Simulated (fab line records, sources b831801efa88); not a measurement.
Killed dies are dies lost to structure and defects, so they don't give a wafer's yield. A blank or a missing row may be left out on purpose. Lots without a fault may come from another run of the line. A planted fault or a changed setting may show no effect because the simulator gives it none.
One fault seen from 2 desks | flow gf180mcu | each desk has only its own numbers; what lay behind them comes last

THE METROLOGY DESK
What the gauges read, lot by lot, whatever tool the lot ran on: means of the sampled wafers that have a number. A lot is out of limits, marked OUT, if its mean lies more than 4 standard deviations from the usual mean; the brackets give that distance.
Columns: A = HV_LDD_2_TW at GF_HV_LDD_TW_MEAS_23, usual 1048; B = CONTACT_W_RS at GF_CONTACT_RS_MEAS_25, usual 0.382 ohm/sq
lot  | first seen here | A              | B
L645 | day 11 10:31    | 1054           | 0.384
L648 | day 12 04:22    | 1043           | 0.388
L649 | day 12 16:08    | 1052           | 0.379
L651 | day 13 05:38    | 1055           | 0.382
L652 | day 13 12:16    | 1043           | 0.377
L655 | day 14 15:47    | 1058           | 0.381
L656 | day 14 19:17    | 1060           | 0.382
L658 | day 15 16:31    | 943 (-11) OUT  | 0.387
L659 | day 16 02:53    | 1055           | 0.381
L660 | day 16 04:43    | 1054           | 0.384
L663 | day 17 04:13    | 958 (-9.5) OUT | 0.380
L666 | day 18 03:53    | 1041           | 0.386
This desk's finding: out of limits on L658, L663; first on L658, day 15 16:31 (HV_LDD_2_TW at GF_HV_LDD_TW_MEAS_23). In limits: L645, L648, L649, L651, L652, L655, L656, L659, L660, L666.

THE TOOL OWNER'S DESK: implanter-02
The tool's own readings at GF_HV_LDD_IMPLANT_21: means of the sampled wafers that have a number, for each lot that ran on this tool. A lot is out of limits, marked OUT, if its mean lies more than 4 standard deviations from the usual mean; the brackets give that distance.
Columns: A = dose_ions_cm2 at GF_HV_LDD_IMPLANT_21, usual 4.999e+13; B = faraday_current_uA at GF_HV_LDD_IMPLANT_21, usual 281; C = tilt_deg at GF_HV_LDD_IMPLANT_21, usual 7.000 degrees
lot  | first seen here | A                           | B             | C
L655 | day 14 15:32    | 5.007e+13                   | 280           | 7.023
L656 | day 14 19:04    | 5.001e+13                   | 282           | 7.023
L658 | day 15 16:16    | 3.699e+13 (-99 or more) OUT | 208 (-13) OUT | 7.007
L663 | day 17 03:58    | 3.690e+13 (-99 or more) OUT | 210 (-13) OUT | 7.017
This desk's finding: out of limits on L658, L663; first on L658, day 15 16:16 (dose_ions_cm2 at GF_HV_LDD_IMPLANT_21). In limits: L655, L656.

PUT TOGETHER
The tool owner's desk could have raised an alarm at day 15 16:16, on L658, L663.
The metrology desk could have raised an alarm at day 15 16:31, on L658, L663.
Of the lots named, all ran GF_HV_LDD_IMPLANT_21 on implanter-02.

WHAT THE SIMULATOR HAD PUT IN
Process parameter drift: implanter-02, from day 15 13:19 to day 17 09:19, at GF_HV_LDD_IMPLANT_21. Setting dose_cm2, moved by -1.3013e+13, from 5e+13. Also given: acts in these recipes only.
Lots struck among those shown: L658, L663.
Hours from the fault's start to each desk's first reading out of limits: the tool owner's desk, 3; the metrology desk, 3.
